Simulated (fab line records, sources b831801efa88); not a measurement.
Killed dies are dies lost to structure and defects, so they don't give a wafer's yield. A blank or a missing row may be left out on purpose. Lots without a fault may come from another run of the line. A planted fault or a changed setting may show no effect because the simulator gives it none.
fab line records | flow sky130
record lots=24 wafers=72 last_day=50
route steps=708 shown CONTACT@433 METAL2@486 VIA2@520 CAPM@538
lots that met no fault: from a run of the same line without faults
start_h: hours from the record's first day to the start of the lot's first wafer shown | wait_h: hours since the lot's step before | " the same as in the row above | L1.1+2: a row that stands for several wafers | - no value, or no start given | * or withheld: withheld | < > ~ a bound
route shown NAME@n: a module of which the file shows steps, and the number in the route of the first | usual: mean/standard deviation of fault-free wafers | same: alike in all rows | chamber/n: place in a boat | sites: the reading at each site | _std_site: their standard deviation | _edge_site: outer sites' mean less inner sites' | radius_mm: how far each site lies from the wafer's centre | mask NAME#n: copy n | behind: the tool/chamber that last shaped the wafer | hold: why the lot was held/for how many hours/how that ended | device: the transistor (n, p or np) that didn't switch | end of line: the same wafers' tests at the end of the route | a step without rows: its recipe alone | killed: dies lost to structure and defects at the first sort, not the wafer's yield | map: a wafer's dies, x killed, . not, _ none there
set.NAME: the setting as run; set.NAME@STEP: as run at that earlier step | model.NAME: the simulator's own value behind a step, which no gauge read
steps of the route over a sample of lots; a table a step, a row a wafer
services: from which hour (start_h, from the record's first day; less than 0 if before it) a tool's chamber was out of use, for how many hours, and why
## steps
# step SKY_CONTACT_CMP_27
# recipe stop_on=SiO2 t_overpolish_s=15 down_force_psi=3.5 platen_rpm=60 target_thk_nm=0 pad_velocity_m_s=0.94248
# usual motor_current_A=10.9/1.1 overpolish_run_s=14.999/0.0092 time_to_endpoint_s=83/4.4
# columns lot.wafer tool chamber start_h wait_h motor_current_A overpolish_run_s time_to_endpoint_s
L074.1 cmp-01 1 742.55 0.1 10.8 14.993 91
L074.3 " 0 " " 11.0 15.017 90
L074.6 " 1 " " 10.2 14.995 90
L075.1 cmp-02 1 755.19 0.1 11.2 14.986 83
L075.4 " 3 " " 12.3 14.996 87
L075.5 " 1 " " 10.5 15.012 81
L076.4 cmp-02 1 764.07 0.0 10.9 15.005 83
L076.1 " 0 " " 11.5 14.996 82
L076.6 " 2 " " 10.6 15.002 84
L077.4 cmp-02 0 772.88 0.1 11.1 14.992 78
L077.5 " 3 " " 12.0 14.988 80
L077.6 " 0 " " 11.9 15.002 76
L078.1 cmp-02 3 777.02 0.1 11.7 14.995 83
L078.3 " 0 " " 11.7 14.998 81
L078.6 " 0 " " 11.2 15.000 82
L079.3 cmp-01 0 791.21 0.1 11.6 14.990 83
L079.1 " 1 " " 10.3 14.996 87
L079.5 " 3 " " 11.6 14.988 81
L080.2 cmp-02 1 793.05 0.1 10.6 14.994 77
L080.1 " 2 " " 11.5 15.000 78
L080.6 " 1 " " 10.6 15.008 79
L081.3 cmp-01 1 797.37 0.1 10.9 15.002 96
L081.4 " 2 " " 8.6 14.994 84
L081.5 " 0 " " 11.2 14.984 92
L082.3 cmp-02 2 805.41 0.0 11.1 14.997 87
L082.1 " 1 " " 11.5 15.004 78
L082.6 " 2 " " 10.8 14.999 85
L083.2 cmp-01 0 815.21 0.0 11.3 15.002 86
L083.3 " 2 " " 8.7 14.992 79
L083.4 " 3 " " 11.5 15.003 79
L084.1 cmp-02 1 818.19 0.2 11.5 15.005 77
L084.5 " 2 " " 11.5 14.996 80
L084.6 " 3 " " 12.0 15.014 84
L085.3 cmp-01 0 827.66 0.1 10.8 15.011 91
L085.2 " 1 " " 10.6 15.013 90
L085.1 " 2 " " 7.9 14.994 84
L087.3 cmp-01 1 840.51 0.0 10.3 15.003 92
L087.4 " 3 " " 11.6 14.997 85
L087.1 " 0 " " 11.1 15.008 89
L086.2 cmp-02 2 842.50 0.1 11.5 14.999 82
L086.4 " 3 " " 11.6 14.997 78
L086.3 " 0 " " 11.5 15.019 74
L088.4 cmp-01 0 843.69 0.0 11.1 14.999 86
L088.5 " 0 " " 10.9 15.005 83
L088.6 " 1 " " 10.7 15.006 85
L089.2 cmp-01 1 859.26 0.0 10.2 15.008 85
L089.4 " 2 " " 8.1 15.000 78
L089.1 " 3 " " 11.3 15.016 84
L090.4 cmp-02 0 866.58 0.0 12.1 15.004 79
L090.1 " 3 " " 12.0 14.976 84
L090.6 " 0 " " 11.5 15.008 79
L091.2 cmp-01 1 869.08 0.1 9.8 14.995 91
L091.6 " 0 " " 11.2 15.005 88
L091.5 " 1 " " 10.4 14.988 93
L092.4 cmp-02 3 874.31 0.1 11.4 15.001 87
L092.2 " 0 " " 11.6 15.014 85
L092.3 " 1 " " 11.4 14.989 82
L093.4 cmp-01 1 890.33 0.0 10.4 15.009 90
L093.3 " 2 " " 8.3 15.001 78
L093.5 " 2 " " 8.4 14.995 79
L094.4 cmp-02 2 891.82 0.1 11.3 14.990 86
L094.1 " 3 " " 12.1 14.988 90
L094.5 " 2 " " 11.3 14.998 87
L095.3 cmp-02 1 894.57 0.1 11.2 14.977 81
L095.2 " 3 " " 11.8 15.004 84
L095.6 " 0 " " 12.3 14.986 83
L096.2 cmp-01 3 904.73 0.0 11.6 14.987 86
L096.4 " 2 " " 8.2 14.995 82
L096.6 " 3 " " 11.6 14.998 84
L097.4 cmp-01 3 912.17 0.1 11.6 14.993 79
L097.6 " 1 " " 9.9 14.997 87
L097.5 " 2 " " 8.2 15.008 79
# step SKY_METAL2_SPUTTER_03
# recipe material=Ti target_thk_nm=5 power_w=3000 time_s=3.3 chamber_pressure_pa=0.4162
# usual chamber_pressure_pa=0.4162/0.00094 throttle_valve_pct=30.4/1.1
# columns lot.wafer tool chamber start_h wait_h chamber_pressure_pa throttle_valve_pct
L074.1 pvd_sputter-03 - 800.26 0.0 0.4157 29.0
L074.3 " - " " 0.4169 29.9
L074.6 " - " " 0.4168 30.0
L075.1 pvd_sputter-03 - 812.49 0.0 0.4171 29.8
L075.4 " - " " 0.4170 29.0
L075.5 " - " " 0.4157 29.2
L076.1 pvd_sputter-02 - 821.27 0.0 0.4175 32.2
L076.4 " - " " 0.4157 30.2
L076.6 " - " " 0.4152 31.3
L077.4 pvd_sputter-03 - 829.77 0.0 0.4181 29.6
L077.5 " - " " 0.4155 30.0
L077.6 " - " " 0.4158 29.3
L078.1 pvd_sputter-01 - 833.67 0.0 0.4158 30.5
L078.3 " - " " 0.4154 29.8
L078.6 " - " " 0.4159 30.1
L079.1 pvd_sputter-03 - 848.12 0.0 0.4151 29.0
L079.3 " - " " 0.4166 30.1
L079.5 " - " " 0.4159 29.2
L080.1 pvd_sputter-02 - 850.33 0.0 0.4175 30.5
L080.2 " - " " 0.4165 29.0
L080.6 " - " " 0.4172 30.4
L081.3 pvd_sputter-03 - 853.18 0.0 0.4166 29.4
L081.4 " - " " 0.4150 29.3
L081.5 " - " " 0.4162 31.3
L082.1 pvd_sputter-02 - 860.78 0.0 0.4171 32.2
L082.3 " - " " 0.4155 28.9
L082.6 " - " " 0.4150 28.8
L083.2 pvd_sputter-02 - 871.15 0.0 0.4174 32.3
L083.3 " - " " 0.4174 28.9
L083.4 " - " " 0.4156 31.1
L084.1 pvd_sputter-03 - 873.50 0.0 0.4153 29.8
L084.5 " - " " 0.4160 28.9
L084.6 " - " " 0.4141 29.5
L085.1 pvd_sputter-01 - 882.45 0.0 0.4171 30.1
L085.2 " - " " 0.4153 30.3
L085.3 " - " " 0.4171 32.5
L087.1 pvd_sputter-03 - 896.09 0.0 0.4170 29.7
L087.3 " - " " 0.4164 29.0
L087.4 " - " " 0.4172 31.0
L086.2 pvd_sputter-02 - 897.93 0.0 0.4145 31.1
L086.3 " - " " 0.4151 32.0
L086.4 " - " " 0.4174 30.4
L088.4 pvd_sputter-03 - 898.23 0.0 0.4156 29.8
L088.5 " - " " 0.4156 29.2
L088.6 " - " " 0.4169 30.0
L089.1 pvd_sputter-03 - 914.01 0.0 0.4158 29.7
L089.2 " - " " 0.4165 31.1
L089.4 " - " " 0.4152 28.9
L090.1 pvd_sputter-02 - 920.78 0.0 0.4164 28.9
L090.4 " - " " 0.4154 31.0
L090.6 " - " " 0.4173 30.4
L091.2 pvd_sputter-02 - 923.69 0.0 0.4160 30.7
L091.5 " - " " 0.4165 30.8
L091.6 " - " " 0.4153 31.1
L092.2 pvd_sputter-03 - 929.25 0.0 0.4171 29.3
L092.3 " - " " 0.4148 31.2
L092.4 " - " " 0.4160 29.8
L093.3 pvd_sputter-02 - 944.04 0.0 0.4170 31.1
L093.4 " - " " 0.4159 28.9
L093.5 " - " " 0.4158 31.1
L094.1 pvd_sputter-02 - 945.84 0.0 0.4158 31.0
L094.4 " - " " 0.4152 28.7
L094.5 " - " " 0.4156 28.8
L095.2 pvd_sputter-01 - 948.14 0.0 0.4160 30.1
L095.3 " - " " 0.4165 30.0
L095.6 " - " " 0.4159 31.3
L096.2 pvd_sputter-01 - 957.36 0.0 0.4180 31.6
L096.4 " - " " 0.4170 30.0
L096.6 " - " " 0.4166 31.5
L097.4 pvd_sputter-02 - 966.05 0.0 0.4151 32.2
L097.5 " - " " 0.4178 31.1
L097.6 " - " " 0.4141 31.9
# step SKY_METAL2_CD_MEAS_15
# recipe target_cd_nm=140
# usual cd_nm=139.4/1.3
# columns lot.wafer tool chamber start_h wait_h cd_nm
L074.1 cd_sem-01 - 826.76 - 138.2
L074.3 " - " " 138.5
L074.6 " - " " 138.3
L075.1 cd_sem-02 - 838.81 - 141.5
L075.4 " - " " 138.7
L075.5 " - " " 140.0
L076.1 cd_sem-01 - 847.54 - 140.9
L076.4 " - " " 140.3
L076.6 " - " " 140.7
L077.4 cd_sem-02 - 856.02 - 138.8
L077.5 " - " " 139.6
L077.6 " - " " 139.2
L078.1 cd_sem-01 - 860.07 - 140.6
L078.3 " - " " 140.5
L078.6 " - " " 138.8
L079.1 cd_sem-02 - 873.41 - 136.1
L079.3 " - " " 136.5
L079.5 " - " " 137.2
L080.1 cd_sem-01 - 875.84 - 138.0
L080.2 " - " " 138.0
L080.6 " - " " 137.4
L081.3 cd_sem-02 - 878.76 - 137.5
L081.4 " - " " 138.6
L081.5 " - " " 138.5
L082.1 cd_sem-02 - 886.62 - 140.4
L082.3 " - " " 140.8
L082.6 " - " " 140.9
L083.2 cd_sem-01 - 897.24 - 137.4
L083.3 " - " " 139.4
L083.4 " - " " 139.0
L084.1 cd_sem-02 - 899.12 - 141.0
L084.5 " - " " 139.6
L084.6 " - " " 140.1
L085.1 cd_sem-01 - 908.11 - 141.9
L085.2 " - " " 141.7
L085.3 " - " " 139.0
L087.1 cd_sem-01 - 921.06 - 138.5
L087.3 " - " " 137.7
L087.4 " - " " 137.4
L086.2 cd_sem-02 - 923.39 - 138.2
L086.3 " - " " 138.3
L086.4 " - " " 138.0
L088.4 cd_sem-02 - 923.78 - 139.3
L088.5 " - " " 138.0
L088.6 " - " " 139.6
L089.1 cd_sem-02 - 938.56 - 140.2
L089.2 " - " " 140.9
L089.4 " - " " 139.4
L090.1 cd_sem-02 - 944.99 - 140.1
L090.4 " - " " 139.1
L090.6 " - " " 140.0
L091.2 cd_sem-02 - 948.03 - 139.6
L091.5 " - " " 138.7
L091.6 " - " " 138.2
L092.2 cd_sem-01 - 954.01 - 139.9
L092.3 " - " " 140.1
L092.4 " - " " 140.3
L093.3 cd_sem-02 - 967.73 - 141.1
L093.4 " - " " 141.7
L093.5 " - " " 141.0
L094.1 cd_sem-02 - 970.62 - 139.1
L094.4 " - " " 138.3
L094.5 " - " " 136.2
L095.2 cd_sem-01 - 972.99 - 138.5
L095.3 " - " " 137.3
L095.6 " - " " 138.9
L096.2 cd_sem-02 - 981.33 - 137.5
L096.4 " - " " 139.1
L096.6 " - " " 138.9
L097.4 cd_sem-02 - 990.63 - 140.1
L097.5 " - " " 139.9
L097.6 " - " " 139.6
# step SKY_VIA2_OVL_MEAS_13
# usual VIA2_OVL=3/4.8
# columns lot.wafer tool chamber start_h wait_h VIA2_OVL[nm]
L074.1 overlay-01 - 854.69 0.1 8
L074.3 " - " " 9
L074.6 " - " " 5
L075.1 overlay-02 - 866.57 0.1 -1
L075.4 " - " " 1
L075.5 " - " " 9
L076.1 overlay-02 - 875.09 0.1 6
L076.4 " - " " 6
L076.6 " - " " 3
L077.4 overlay-02 - 882.87 0.1 1
L077.5 " - " " 12
L077.6 " - " " 6
L078.1 overlay-01 - 887.09 0.1 5
L078.3 " - " " 1
L078.6 " - " " 7
L079.1 overlay-01 - 900.76 0.1 -4
L079.3 " - " " 0
L079.5 " - " " -5
L080.1 overlay-02 - 903.24 0.1 12
L080.2 " - " " 9
L080.6 " - " " 3
L081.3 overlay-01 - 906.05 0.1 6
L081.4 " - " " 1
L081.5 " - " " 2
L082.1 overlay-01 - 913.34 0.1 3
L082.3 " - " " 3
L082.6 " - " " 1
L083.2 overlay-01 - 923.78 0.1 3
L083.3 " - " " 0
L083.4 " - " " -1
L084.1 overlay-01 - 925.22 0.1 3
L084.5 " - " " 2
L084.6 " - " " 6
L085.1 overlay-01 - 934.26 0.1 7
L085.2 " - " " 3
L085.3 " - " " 4
L087.1 overlay-02 - 947.27 0.1 -11
L087.3 " - " " -4
L087.4 " - " " -6
L086.2 overlay-01 - 949.33 0.1 6
L086.3 " - " " 12
L086.4 " - " " 6
L088.4 overlay-02 - 950.01 0.1 -3
L088.5 " - " " -3
L088.6 " - " " -5
L089.1 overlay-01 - 964.84 0.1 4
L089.2 " - " " 0
L089.4 " - " " 5
L090.1 overlay-01 - 971.26 0.1 2
L090.4 " - " " 0
L090.6 " - " " -2
L091.2 overlay-01 - 974.31 0.1 3
L091.5 " - " " 5
L091.6 " - " " 5
L092.2 overlay-02 - 979.16 0.1 11
L092.3 " - " " 14
L092.4 " - " " 16
L093.3 overlay-01 - 992.53 0.1 -5
L093.4 " - " " -3
L093.5 " - " " -4
L094.1 overlay-01 - 995.84 0.1 11
L094.4 " - " " 10
L094.5 " - " " 8
L095.2 overlay-01 - 998.73 0.1 8
L095.3 " - " " 1
L095.6 " - " " 7
L096.2 overlay-01 - 1006.68 0.1 5
L096.4 " - " " -2
L096.6 " - " " 1
L097.4 overlay-01 - 1015.31 0.1 5
L097.5 " - " " 7
L097.6 " - " " 4
# step SKY_CAPM_THK_MEAS_01
# recipe reads=SiO2_of_CAPM_CVD_00
# usual CAPM_CVD_00_THK=15.28/0.3
# columns lot.wafer tool chamber start_h wait_h CAPM_CVD_00_THK[nm]
L074.1 film_metro-01 - 856.48 - 15.32
L074.3 " - " " 15.14
L074.6 " - " " 15.62
L075.1 film_metro-03 - 868.50 - 15.00
L075.4 " - " " 15.03
L075.5 " - " " 15.32
L076.1 film_metro-02 - 876.70 - 14.90
L076.4 " - " " 15.15
L076.6 " - " " 15.32
L077.4 film_metro-01 - 884.50 - 15.06
L077.5 " - " " 15.17
L077.6 " - " " 15.20
L078.1 film_metro-01 - 888.72 - 14.95
L078.3 " - " " 14.98
L078.6 " - " " 15.18
L079.1 film_metro-03 - 902.35 - 15.33
L079.3 " - " " 15.32
L079.5 " - " " 15.66
L080.1 film_metro-02 - 904.82 - 15.41
L080.2 " - " " 14.68
L080.6 " - " " 15.16
L081.3 film_metro-03 - 907.71 - 15.25
L081.4 " - " " 15.59
L081.5 " - " " 15.59
L082.1 film_metro-01 - 914.92 - 14.73
L082.3 " - " " 14.89
L082.6 " - " " 15.03
L083.2 film_metro-03 - 925.38 - 15.10
L083.3 " - " " 15.18
L083.4 " - " " 15.23
L084.1 film_metro-02 - 926.82 - 15.13
L084.5 " - " " 15.32
L084.6 " - " " 15.56
L085.1 film_metro-01 - 935.84 - 14.82
L085.2 " - " " 15.76
L085.3 " - " " 15.05
L087.1 film_metro-03 - 948.86 - 14.97
L087.3 " - " " 15.07
L087.4 " - " " 15.34
L086.2 film_metro-03 - 950.94 - 14.88
L086.3 " - " " 15.74
L086.4 " - " " 15.74
L088.4 film_metro-03 - 951.64 - 15.23
L088.5 " - " " 15.34
L088.6 " - " " 14.94
L089.1 film_metro-03 - 966.43 - 15.27
L089.2 " - " " 15.12
L089.4 " - " " 15.43
L090.1 film_metro-01 - 972.88 - 15.46
L090.4 " - " " 15.64
L090.6 " - " " 15.50
L091.2 film_metro-03 - 976.62 - 14.72
L091.5 " - " " 14.86
L091.6 " - " " 15.51
L092.2 film_metro-02 - 980.77 - 14.78
L092.3 " - " " 15.26
L092.4 " - " " 15.22
L093.3 film_metro-02 - 994.13 - 15.71
L093.4 " - " " 15.46
L093.5 " - " " 15.38
L094.1 film_metro-01 - 997.47 - 15.54
L094.4 " - " " 15.69
L094.5 " - " " 14.90
L095.2 film_metro-03 - 1000.32 - 15.58
L095.3 " - " " 15.53
L095.6 " - " " 15.99
L096.2 film_metro-01 - 1008.26 - 15.34
L096.4 " - " " 15.69
L096.6 " - " " 15.44
L097.4 film_metro-03 - 1016.90 - 15.43
L097.5 " - " " 15.60
L097.6 " - " " 15.69
# step SKY_CAPM_STRIP_14
# recipe chemistry=O2/N2 power_w=1400 pressure_mtorr=1500 platen_temp_c=withheld o2_flow_sccm=3000 n2_flow_sccm=300 overash_fraction=0.5
# usual drypump_motor_current_A=6.1/0.46 oes_product_au=0.710/0.0049 strip_time_to_endpoint_s=12.68/0.045
# columns lot.wafer tool chamber start_h wait_h drypump_motor_current_A oes_product_au rf_hours_counter_h strip_time_to_endpoint_s
L074.1 plasma_asher-01 0 882.12 0.1 6.7 0.702 43 12.62
L074.3 " 1 " " 6.4 0.711 - 12.56
L074.6 " 1 " " 6.4 0.714 - 12.63
L075.1 plasma_asher-02 1 894.34 0.1 5.4 0.706 70 12.68
L075.4 " 0 " " 6.0 0.720 - 12.67
L075.5 " 1 " " 5.4 0.717 - 12.70
L076.1 plasma_asher-02 1 901.71 0.1 5.4 0.712 70 12.73
L076.4 " 0 " " 6.0 0.703 - 12.73
L076.6 " 1 " " 5.4 0.714 - 12.76
L077.4 plasma_asher-01 1 910.10 0.1 6.4 0.708 - 12.66
L077.5 " 0 " " 6.7 0.715 - 12.67
L077.6 " 1 " " 6.4 0.702 - 12.68
L078.1 plasma_asher-01 0 914.27 0.1 6.7 0.715 46 12.59
L078.3 " 1 " " 6.4 0.712 - 12.60
L078.6 " 0 " " 6.7 0.716 - 12.59
L079.1 plasma_asher-01 1 927.42 0.1 6.5 0.704 48 12.70
L079.3 " 1 " " 6.4 0.711 - 12.68
L079.5 " 0 " " 6.7 0.716 - 12.68
L080.1 plasma_asher-01 0 929.23 0.1 6.7 0.707 48 12.69
L080.2 " 1 " " 6.4 0.715 48 12.69
L080.6 " 1 " " 6.4 0.703 - 12.70
L081.3 plasma_asher-01 1 932.10 0.1 6.4 0.713 - 12.65
L081.4 " 0 " " 6.7 0.714 - 12.69
L081.5 " 1 " " 6.4 0.708 - 12.67
L082.1 plasma_asher-02 0 939.77 0.1 6.0 0.710 74 12.66
L082.3 " 0 " " 6.0 0.719 - 12.59
L082.6 " 1 " " 5.4 0.715 - 12.61
L083.2 plasma_asher-01 1 949.97 0.1 6.4 0.705 50 12.74
L083.3 " 0 " " 6.7 0.712 - 12.76
L083.4 " 1 " " 6.4 0.709 - 12.72
L084.1 plasma_asher-03 0 951.27 0.1 5.7 0.706 22 12.71
L084.5 " 1 " " 6.4 0.705 - 12.71
L084.6 " 0 " " 5.7 0.707 - 12.74
L085.1 plasma_asher-03 1 960.17 0.1 6.4 0.712 23 12.67
L085.2 " 0 " " 5.7 0.710 23 12.64
L085.3 " 1 " " 6.4 0.714 - 12.59
L087.1 plasma_asher-02 0 974.02 0.1 6.0 0.714 78 12.71
L087.3 " 0 " " 6.0 0.709 - 12.68
L087.4 " 1 " " 5.4 0.709 - 12.67
L086.2 plasma_asher-01 0 975.82 0.1 6.7 0.704 53 12.66
L086.3 " 1 " " 6.4 0.718 - 12.73
L086.4 " 0 " " 6.7 0.701 - 12.68
L088.4 plasma_asher-03 0 976.00 0.1 5.7 0.707 - 12.69
L088.5 " 1 " " 6.4 0.713 - 12.71
L088.6 " 0 " " 5.7 0.714 - 12.65
L089.1 plasma_asher-02 1 990.33 0.1 5.4 0.709 79 12.66
L089.2 " 0 " " 6.0 0.714 79 12.70
L089.4 " 1 " " 5.4 0.711 - 12.69
L090.1 plasma_asher-03 0 996.48 0.1 5.7 0.708 26 12.68
L090.4 " 1 " " 6.4 0.699 - 12.70
L090.6 " 0 " " 5.7 0.715 - 12.71
L091.2 plasma_asher-03 0 1000.83 0.1 5.7 0.712 27 12.72
L091.5 " 0 " " 5.7 0.715 - 12.65
L091.6 " 1 " " 6.4 0.703 - 12.68
L092.2 plasma_asher-02 0 1003.92 0.1 6.0 0.719 81 12.63
L092.3 " 1 " " 5.4 0.717 - 12.63
L092.4 " 0 " " 6.0 0.715 - 12.65
L093.3 plasma_asher-03 0 1017.61 0.1 5.7 0.716 - 12.72
L093.4 " 1 " " 6.4 0.702 - 12.69
L093.5 " 0 " " 5.7 0.707 - 12.73
L094.1 plasma_asher-02 1 1021.15 0.1 5.4 0.713 82 12.69
L094.4 " 0 " " 6.0 0.708 - 12.72
L094.5 " 1 " " 5.4 0.710 - 12.68
L095.2 plasma_asher-02 1 1023.81 0.1 5.4 0.707 83 12.65
L095.3 " 0 " " 6.0 0.716 - 12.66
L095.6 " 0 " " 6.0 0.705 - 12.60
L096.2 plasma_asher-01 0 1031.00 0.1 6.7 0.709 58 12.71
L096.4 " 1 " " 6.4 0.707 - 12.64
L096.6 " 1 " " 6.4 0.711 - 12.69
L097.4 plasma_asher-02 0 1039.60 0.1 6.0 0.711 - 12.75
L097.5 " 0 " " 6.0 0.706 - 12.75
L097.6 " 1 " " 5.4 0.707 - 12.73
## services
# columns tool chamber start_h hours kind
pvd_sputter-03 - 722.61 8.9 repair
plasma_asher-03 - 733.75 9.0 pm
cmp-01 - 734.46 1.3 repair
cmp-02 - 743.35 4.8 pm
cmp-01 - 744.08 4.0 pm
cmp-01 - 748.08 - consumable_replace:conditioner
cmp-01 - 748.08 - consumable_replace:pad
cmp-02 - 752.78 0.2 repair
pvd_sputter-03 3 783.91 - consumable_replace:kit
cmp-02 - 788.58 0.3 repair
cmp-02 - 796.92 5.1 pm
plasma_asher-01 - 808.07 0.4 repair
pvd_sputter-01 - 820.13 2.4 repair
cmp-01 - 830.29 0.9 repair
plasma_asher-01 - 836.00 26.8 repair
pvd_sputter-02 - 858.43 1.9 repair
cmp-01 - 895.70 7.0 pm
cmp-02 - 912.00 4.0 pm
cmp-02 - 916.00 - consumable_replace:conditioner
cmp-02 - 916.00 - consumable_replace:pad
pvd_sputter-03 - 963.17 1.2 repair
cmp-02 - 970.80 5.8 repair
pvd_sputter-01 - 1020.40 4.9 repair
plasma_asher-03 - 1022.98 1.3 repair
## key
fault none
